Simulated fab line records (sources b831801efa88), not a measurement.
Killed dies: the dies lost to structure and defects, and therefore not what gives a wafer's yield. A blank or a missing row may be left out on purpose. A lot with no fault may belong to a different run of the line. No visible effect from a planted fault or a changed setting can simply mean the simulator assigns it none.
Matching of chambers :: flow gf180mcu :: GF_V2_CMP_26 on cmp-02: 4 sister chambers
The step polishes, stops on SiO2, t overpolish 15 s, target thk 0 nm. 20 wafers are shown with their chamber, then 10 later ones without.

## EACH WAFER AND ITS CHAMBER
wafer: L075.1
chamber: 1
motor current A (A): 10.3
time to endpoint s (s): 89
overpolish run s (s): 14.998

wafer: L075.2
chamber: 2
motor current A (A): 10.8
time to endpoint s (s): 87
overpolish run s (s): 14.997

wafer: L075.4
chamber: 0
motor current A (A): 10.3
time to endpoint s (s): 93
overpolish run s (s): 15.006

wafer: L076.1
chamber: 0
motor current A (A): 10.8
time to endpoint s (s): 95
overpolish run s (s): 14.993

wafer: L076.3
chamber: 1
motor current A (A): 10.4
time to endpoint s (s): 90
overpolish run s (s): 15.014

wafer: L076.4
chamber: 2
motor current A (A): 10.6
time to endpoint s (s): 94
overpolish run s (s): 14.971

wafer: L077.2
chamber: 1
motor current A (A): 10.4
time to endpoint s (s): 89
overpolish run s (s): 14.996

wafer: L077.4
chamber: 3
motor current A (A): 9.5
time to endpoint s (s): 85
overpolish run s (s): 15.000

wafer: L077.6
chamber: 2
motor current A (A): 10.7
time to endpoint s (s): 88
overpolish run s (s): 15.003

wafer: L081.1
chamber: 2
motor current A (A): 10.1
time to endpoint s (s): 83
overpolish run s (s): 14.997

wafer: L081.3
chamber: 3
motor current A (A): 9.8
time to endpoint s (s): 80
overpolish run s (s): 14.995

wafer: L081.4
chamber: 0
motor current A (A): 10.0
time to endpoint s (s): 84
overpolish run s (s): 14.997

wafer: L084.2
chamber: 1
motor current A (A): 10.4
time to endpoint s (s): 89
overpolish run s (s): 15.000

wafer: L084.4
chamber: 3
motor current A (A): 10.1
time to endpoint s (s): 83
overpolish run s (s): 15.008

wafer: L084.6
chamber: 2
motor current A (A): 10.9
time to endpoint s (s): 90
overpolish run s (s): 14.998

wafer: L087.3
chamber: 3
motor current A (A): 10.2
time to endpoint s (s): 82
overpolish run s (s): 15.005

wafer: L087.5
chamber: 0
motor current A (A): 10.1
time to endpoint s (s): 87
overpolish run s (s): 15.011

wafer: L087.6
chamber: 3
motor current A (A): 9.6
time to endpoint s (s): 85
overpolish run s (s): 15.011

wafer: L088.1
chamber: 2
motor current A (A): 10.7
time to endpoint s (s): 84
overpolish run s (s): 14.991

wafer: L088.2
chamber: 1
motor current A (A): 10.1
time to endpoint s (s): 82
overpolish run s (s): 15.000

SIGNATURES, as means of the wafers listed above
reading: motor current A
chamber 0: 10.300
chamber 1: 10.320
chamber 2: 10.633
chamber 3: 9.840
scatter within a chamber: 0.275

reading: time to endpoint s
chamber 0: 89.75
chamber 1: 87.80
chamber 2: 87.67
chamber 3: 83.00
scatter within a chamber: 3.72

reading: overpolish run s
chamber 0: 15.00175
chamber 1: 15.00160
chamber 2: 14.99283
chamber 3: 15.00380
scatter within a chamber: 0.00871
Rule: distance of a wafer from a chamber = root of the sum over the readings of ((wafer's reading minus chamber's mean) / reading's scatter) squared. If the next closest chamber is less than 2 further off than the closest, the wafer can't be placed; otherwise it belongs to the closest. The scatter: take each reading less its chamber's mean, square it, sum over the shown wafers, divide by the number of wafers less the number of chambers, and take the root.

## WAFERS WITHOUT THEIR CHAMBER
wafer: L088.3
motor current A (A): 10.3
time to endpoint s (s): 85
overpolish run s (s): 14.987

wafer: L089.2
motor current A (A): 10.8
time to endpoint s (s): 83
overpolish run s (s): 15.009

wafer: L089.3
motor current A (A): 10.1
time to endpoint s (s): 82
overpolish run s (s): 15.005

wafer: L089.6
motor current A (A): 10.0
time to endpoint s (s): 82
overpolish run s (s): 15.000

wafer: L092.2
motor current A (A): 10.1
time to endpoint s (s): 83
overpolish run s (s): 15.005

wafer: L092.5
motor current A (A): 10.6
time to endpoint s (s): 84
overpolish run s (s): 14.984

wafer: L092.6
motor current A (A): 11.2
time to endpoint s (s): 85
overpolish run s (s): 14.989

wafer: L097.1
motor current A (A): 10.8
time to endpoint s (s): 81
overpolish run s (s): 15.007

wafer: L097.3
motor current A (A): 9.9
time to endpoint s (s): 85
overpolish run s (s): 14.996

wafer: L097.4
motor current A (A): 10.2
time to endpoint s (s): 81
overpolish run s (s): 14.994

## THE CHAMBER EACH PASSED THROUGH
wafer: L088.3
from the rows above: can't be placed: 2 or 1 or 0 or 3
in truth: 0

wafer: L089.2
from the rows above: can't be placed: 2 or 1 or 0 or 3
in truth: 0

wafer: L089.3
from the rows above: can't be placed: 3 or 1 or 0 or 2
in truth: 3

wafer: L089.6
from the rows above: can't be placed: 3 or 1 or 0
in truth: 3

wafer: L092.2
from the rows above: can't be placed: 3 or 1 or 0 or 2
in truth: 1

wafer: L092.5
from the rows above: can't be placed: 2 or 1 or 0
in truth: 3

wafer: L092.6
from the rows above: can't be placed: 2 or 1 or 0
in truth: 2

wafer: L097.1
from the rows above: can't be placed: 2 or 1 or 0 or 3
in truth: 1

wafer: L097.3
from the rows above: can't be placed: 3 or 1 or 0 or 2
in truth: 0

wafer: L097.4
from the rows above: can't be placed: 3 or 1 or 2 or 0
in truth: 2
0 of 10 placed correctly. These rows do not allow placing 10 (true chamber among the candidates in 9). 0 placed wrongly.
